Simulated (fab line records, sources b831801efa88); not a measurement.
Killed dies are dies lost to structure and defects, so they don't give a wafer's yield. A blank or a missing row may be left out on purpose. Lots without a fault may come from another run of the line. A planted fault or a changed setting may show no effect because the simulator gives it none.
One fault seen from 2 desks | flow gf180mcu | each desk has only its own numbers; what lay behind them comes last

THE METROLOGY DESK
What the gauges read, lot by lot, whatever tool the lot ran on: means of the sampled wafers that have a number. A lot is out of limits, marked OUT, if its mean lies more than 4 standard deviations from the usual mean; the brackets give that distance.
Columns: A = POLY_GATE_OXIDATION_THK at GF_POLY_GATE_THK_MEAS_17, usual 3.99 nm; B = SAB_CVD_00_THK at GF_SAB_THK_MEAS_01, usual 50.0 nm
lot  | first seen here | A    | B
L989 | day 9 11:49     | 4.00 | 50.8
L990 | day 9 19:48     | 3.85 | 49.7
L991 | day 10 07:05    | 4.01 | 49.4
L992 | day 10 13:13    | 4.03 | 50.1
L993 | day 10 13:35    | 4.06 | 49.6
L995 | day 11 07:30    | 4.01 | 50.0
L996 | day 11 14:49    | 3.85 | 50.5
L999 | day 12 12:25    | 3.96 | 50.2
L100 | day 12 16:22    | 3.99 | 50.6
L102 | day 13 13:18    | 4.04 | 49.9
L105 | day 14 03:28    | 4.01 | 49.5
L106 | day 14 14:54    | 3.99 | 49.1
L109 | day 15 12:34    | 4.10 | 59.3 (+14) OUT
This desk's finding: out of limits on L109; first on L109, day 21 16:05 (SAB_CVD_00_THK at GF_SAB_THK_MEAS_01). In limits: L989, L990, L991, L992, L993, L995, L996, L999, L100, L102, L105, L106.

THE TOOL OWNER'S DESK: pecvd-02
The tool's own readings at GF_SAB_CVD_00 (deposits SiO2 from TEOS, target thk 50 nm, time 4.9302 s): means of the sampled wafers that have a number, for each lot that ran on this tool. A lot is out of limits, marked OUT, if its mean lies more than 4 standard deviations from the usual mean; the brackets give that distance.
Columns: A = heater_power_w at GF_SAB_CVD_00, usual 626 W
lot  | first seen here | A
L989 | day 14 11:09    | 595
L993 | day 15 19:08    | 602
L102 | day 19 07:55    | 571
L105 | day 20 01:10    | 577
L106 | day 20 13:30    | 596
L109 | day 21 16:04    | 549
This desk's finding: nothing out of limits on any of the 6 lots.

PUT TOGETHER
The metrology desk could have raised an alarm at day 21 16:05, on L109.
The tool owner's desk saw nothing out of limits.
The tool owner's desk has L109 on record, within its limits.
Of the lots named, all ran GF_SAB_CVD_00 on pecvd-02.

WHAT THE SIMULATOR HAD PUT IN
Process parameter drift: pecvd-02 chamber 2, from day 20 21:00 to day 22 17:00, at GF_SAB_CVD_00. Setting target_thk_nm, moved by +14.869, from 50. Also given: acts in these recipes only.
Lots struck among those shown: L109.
Hours from the fault's start to each desk's first reading out of limits: the metrology desk, 19.
